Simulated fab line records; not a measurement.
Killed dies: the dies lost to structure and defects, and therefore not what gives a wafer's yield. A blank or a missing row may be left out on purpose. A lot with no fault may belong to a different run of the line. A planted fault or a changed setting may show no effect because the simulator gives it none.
Which tool is to blame? / flow sky130 / 11 lots, 32 wafers sampled, at 5 steps of a route of 708

## WHAT EACH GAUGE READ, for each wafer
SKY_VIA2_CD_MEAS_12 targets a cd of 200 nm. Usual: cdNm reads 199.9 nm (standard deviation 1.6).
lot=L452; measured=day 37 00:17; on=cdSem-01; cdNm (nm)=195.7 196.0 196.9; flag=
lot=L453; measured=day 37 05:28; on=cdSem-01; cdNm (nm)=200.6 201.8 201.1; flag=
lot=L454; measured=day 37 08:58; on=cdSem-01; cdNm (nm)=201.7 200.7 200.0; flag=
lot=L455; measured=day 37 14:00; on=cdSem-01; cdNm (nm)=199.2 198.3 197.6; flag=
lot=L460; measured=day 38 21:15; on=cdSem-02; cdNm (nm)=201.6 200.1 202.4; flag=
lot=L461; measured=day 39 07:11; on=cdSem-02; cdNm (nm)=198.6 198.3 199.3; flag=
lot=L463; measured=day 39 18:14; on=cdSem-01; cdNm (nm)=199.1 198.8 199.2; flag=
lot=L465; measured=day 40 10:01; on=cdSem-02; cdNm (nm)=197.2 197.3 198.9; flag=
lot=L466; measured=day 40 13:54; on=cdSem-01; cdNm (nm)=198.3 199.2 198.9; flag=
lot=L468; measured=day 41 10:41; on=cdSem-02; cdNm (nm)=202.0 201.9; flag=
lot=L470; measured=day 41 19:17; on=cdSem-01; cdNm (nm)=199.7 202.1 201.0; flag=

SKY_CAP2M_THK_MEAS_01. Usual: CAP2M_CVD_00_THK typically reads 15.39 nm, with standard deviation 0.21.
lot=L452; measured=day 40 09:00; on=filmMetro-03; CAP2M_CVD_00_THK (nm)=15.53 15.62 15.27; flag=
lot=L453; measured=day 40 13:42; on=filmMetro-04; CAP2M_CVD_00_THK (nm)=15.53 15.70 15.46; flag=
lot=L454; measured=day 40 17:54; on=filmMetro-04; CAP2M_CVD_00_THK (nm)=15.38 15.79 15.37; flag=
lot=L455; measured=day 40 21:38; on=filmMetro-04; CAP2M_CVD_00_THK (nm)=15.47 15.08 15.46; flag=
lot=L460; measured=day 42 04:24; on=filmMetro-01; CAP2M_CVD_00_THK (nm)=15.19 15.62 15.32; flag=
lot=L461; measured=day 42 14:36; on=filmMetro-01; CAP2M_CVD_00_THK (nm)=14.97 14.99 15.39; flag=
lot=L463; measured=day 43 00:57; on=filmMetro-01; CAP2M_CVD_00_THK (nm)=15.09 15.44 15.64; flag=
lot=L465; measured=day 43 15:28; on=filmMetro-03; CAP2M_CVD_00_THK (nm)=15.34 11.57 15.70; flag=OFF
lot=L466; measured=day 43 18:04; on=filmMetro-01; CAP2M_CVD_00_THK (nm)=15.23 15.15 15.32; flag=
lot=L468; measured=day 44 14:21; on=filmMetro-01; CAP2M_CVD_00_THK (nm)=15.49 11.52; flag=OFF
lot=L470; measured=day 44 21:02; on=filmMetro-04; CAP2M_CVD_00_THK (nm)=10.97 15.11 11.06; flag=OFF

## TOOL THAT RAN EACH LOT (tool first, then ch and the chambers of the sampled wafers, then the start)
lot=L452; SKY_METAL2_METAL_ETCH_19=rieMetal-01 ch 0,1, day 35 21:28; SKY_METAL4_SPUTTER_04=pvdSputter-01, day 40 08:54; SKY_CAP2M_CVD_00=pecvd-03 ch 0,1,2, day 40 08:58
lot=L453; SKY_METAL2_METAL_ETCH_19=rieMetal-01 ch 0,1, day 36 02:43; SKY_METAL4_SPUTTER_04=pvdSputter-04, day 40 13:37; SKY_CAP2M_CVD_00=pecvd-02 ch 0,1,2, day 40 13:39
lot=L454; SKY_METAL2_METAL_ETCH_19=rieMetal-01 ch 0,1, day 36 06:01; SKY_METAL4_SPUTTER_04=pvdSputter-04, day 40 17:49; SKY_CAP2M_CVD_00=pecvd-04 ch 0,1, day 40 17:52
lot=L455; SKY_METAL2_METAL_ETCH_19=rieMetal-01 ch 0,1, day 36 11:14; SKY_METAL4_SPUTTER_04=pvdSputter-04, day 40 21:34; SKY_CAP2M_CVD_00=pecvd-03 ch 0,1, day 40 21:37
lot=L460; SKY_METAL2_METAL_ETCH_19=rieMetal-01 ch 0,1, day 37 18:55; SKY_METAL4_SPUTTER_04=pvdSputter-03, day 42 04:19; SKY_CAP2M_CVD_00=pecvd-04 ch 2, day 42 04:22
lot=L461; SKY_METAL2_METAL_ETCH_19=rieMetal-04 ch 0,1, day 38 05:05; SKY_METAL4_SPUTTER_04=pvdSputter-03, day 42 14:31; SKY_CAP2M_CVD_00=pecvd-03 ch 1,2, day 42 14:34
lot=L463; SKY_METAL2_METAL_ETCH_19=rieMetal-03 ch 0,1, day 38 15:41; SKY_METAL4_SPUTTER_04=pvdSputter-04, day 43 00:52; SKY_CAP2M_CVD_00=pecvd-03 ch 1,2, day 43 00:55
lot=L465; SKY_METAL2_METAL_ETCH_19=rieMetal-03 ch 0,1, day 39 07:52; SKY_METAL4_SPUTTER_04=pvdSputter-04, day 43 15:22; SKY_CAP2M_CVD_00=pecvd-03 ch 0,2, day 43 15:25
lot=L466; SKY_METAL2_METAL_ETCH_19=rieMetal-01 ch 0,1, day 39 13:08; SKY_METAL4_SPUTTER_04=pvdSputter-04, day 43 17:59; SKY_CAP2M_CVD_00=pecvd-04 ch 0,1,2, day 43 18:02
lot=L468; SKY_METAL2_METAL_ETCH_19=rieMetal-03 ch 0,1, day 40 09:13; SKY_METAL4_SPUTTER_04=pvdSputter-04, day 44 14:16; SKY_CAP2M_CVD_00=pecvd-03 ch 2, day 44 14:19
lot=L470; SKY_METAL2_METAL_ETCH_19=rieMetal-01 ch 0,1, day 40 18:08; SKY_METAL4_SPUTTER_04=pvdSputter-01, day 44 20:58; SKY_CAP2M_CVD_00=pecvd-03 ch 0,1, day 44 21:01
- SKY_METAL2_METAL_ETCH_19: etches the open film in Cl2/BCl3, stops on SiO2, target depth 360 nm, time 78 s.
- SKY_METAL4_SPUTTER_04: material TiN, target thk 70 nm, time 58.3 s.
- SKY_CAP2M_CVD_00: deposits SiO2, target thk 15.5 nm.

## AS READ BY THE TOOLS THEMSELVES (means over the sampled wafers that have a number; for cases with no such wafer, the mark the record gives instead)
SKY_METAL2_METAL_ETCH_19. Usual: drypumpMotorCurrentA 5.6 A, standard deviation 0.37; oesProductAu 0.855 a.u., standard deviation 0.0062; throttleValvePct 22.264 %, standard deviation 0.0084.
lot=L452; tool=rieMetal-01; drypumpMotorCurrentA (A)=5.5; oesProductAu (a.u.)=0.854; throttleValvePct (%)=22.253; flag=
lot=L453; tool=rieMetal-01; drypumpMotorCurrentA (A)=5.5; oesProductAu (a.u.)=0.850; throttleValvePct (%)=22.269; flag=
lot=L454; tool=rieMetal-01; drypumpMotorCurrentA (A)=5.5; oesProductAu (a.u.)=0.855; throttleValvePct (%)=22.270; flag=
lot=L455; tool=rieMetal-01; drypumpMotorCurrentA (A)=5.5; oesProductAu (a.u.)=0.857; throttleValvePct (%)=22.254; flag=
lot=L460; tool=rieMetal-01; drypumpMotorCurrentA (A)=5.5; oesProductAu (a.u.)=0.849; throttleValvePct (%)=22.262; flag=
lot=L461; tool=rieMetal-04; drypumpMotorCurrentA (A)=5.7; oesProductAu (a.u.)=0.858; throttleValvePct (%)=22.262; flag=
lot=L463; tool=rieMetal-03; drypumpMotorCurrentA (A)=5.8; oesProductAu (a.u.)=0.844; throttleValvePct (%)=22.260; flag=
lot=L465; tool=rieMetal-03; drypumpMotorCurrentA (A)=5.4; oesProductAu (a.u.)=0.860; throttleValvePct (%)=22.267; flag=
lot=L466; tool=rieMetal-01; drypumpMotorCurrentA (A)=5.5; oesProductAu (a.u.)=0.859; throttleValvePct (%)=22.263; flag=
lot=L468; tool=rieMetal-03; drypumpMotorCurrentA (A)=5.6; oesProductAu (a.u.)=0.849; throttleValvePct (%)=22.263; flag=
lot=L470; tool=rieMetal-01; drypumpMotorCurrentA (A)=5.5; oesProductAu (a.u.)=0.852; throttleValvePct (%)=22.259; flag=

SKY_METAL4_SPUTTER_04. Usual: throttleValvePct reads 30.1 % (standard deviation 1.3).
lot=L452; tool=pvdSputter-01; throttleValvePct (%)=30.0; flag=
lot=L453; tool=pvdSputter-04; throttleValvePct (%)=29.7; flag=
lot=L454; tool=pvdSputter-04; throttleValvePct (%)=31.4; flag=
lot=L455; tool=pvdSputter-04; throttleValvePct (%)=29.4; flag=
lot=L460; tool=pvdSputter-03; throttleValvePct (%)=30.5; flag=
lot=L461; tool=pvdSputter-03; throttleValvePct (%)=29.8; flag=
lot=L463; tool=pvdSputter-04; throttleValvePct (%)=30.2; flag=
lot=L465; tool=pvdSputter-04; throttleValvePct (%)=29.4; flag=
lot=L466; tool=pvdSputter-04; throttleValvePct (%)=31.2; flag=
lot=L468; tool=pvdSputter-04; throttleValvePct (%)=29.1; flag=
lot=L470; tool=pvdSputter-01; throttleValvePct (%)=30.0; flag=

SKY_CAP2M_CVD_00. Usual: heaterPowerW 718 W, standard deviation 90; susceptorTempC 400.00 C, standard deviation 0.2.
lot=L452; tool=pecvd-03; heaterPowerW (W)=721; susceptorTempC (C)=399.86; flag=
lot=L453; tool=pecvd-02; heaterPowerW (W)=741; susceptorTempC (C)=399.94; flag=
lot=L454; tool=pecvd-04; heaterPowerW (W)=642; susceptorTempC (C)=399.92; flag=
lot=L455; tool=pecvd-03; heaterPowerW (W)=746; susceptorTempC (C)=399.91; flag=
lot=L460; tool=pecvd-04; heaterPowerW (W)=632; susceptorTempC (C)=399.85; flag=
lot=L461; tool=pecvd-03; heaterPowerW (W)=827; susceptorTempC (C)=400.07; flag=
lot=L463; tool=pecvd-03; heaterPowerW (W)=783; susceptorTempC (C)=400.06; flag=
lot=L465; tool=pecvd-03; heaterPowerW (W)=640; susceptorTempC (C)=400.22; flag=
lot=L466; tool=pecvd-04; heaterPowerW (W)=706; susceptorTempC (C)=399.75; flag=
lot=L468; tool=pecvd-03; heaterPowerW (W)=706; susceptorTempC (C)=400.22; flag=
lot=L470; tool=pecvd-03; heaterPowerW (W)=787; susceptorTempC (C)=399.91; flag=

## THE ANSWER, worked out from the rows above alone
Rule: lot off if the mean of its wafers having a number is beyond 3 standard deviations from the usual mean. Also off: a lot with no number at a reading for which 4 or more lots have one. Where the step has rows for the other lots, those lots are counted as sound. Order of review: gauges by route order, followed by the tools' own readings, for which a lot's mean as printed above is used. The first step at which some lot is off is used, and at that step the reading that is off furthest; a lot without a number counts as furthest.
Off: at SKY_CAP2M_THK_MEAS_01 (CAP2M_CVD_00_THK), L465, L468, L470.
A tool fits if, at a process step before that reading, it ran every lot that is off, and no sound lot after the first of them. Gauges at SKY_CAP2M_THK_MEAS_01: tried the same way as those tools. One fits: pecvd-03 at SKY_CAP2M_CVD_00. A fault onset in the window from L463 (day 43 00:55, its last sound lot) to L465 (day 43 15:25, its first lot off) fits.

## WHAT HAD BEEN PUT IN BY THE SIMULATOR
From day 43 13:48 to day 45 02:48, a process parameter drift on pecvd-03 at SKY_CAP2M_CVD_00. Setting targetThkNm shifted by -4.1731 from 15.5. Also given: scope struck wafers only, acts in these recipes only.
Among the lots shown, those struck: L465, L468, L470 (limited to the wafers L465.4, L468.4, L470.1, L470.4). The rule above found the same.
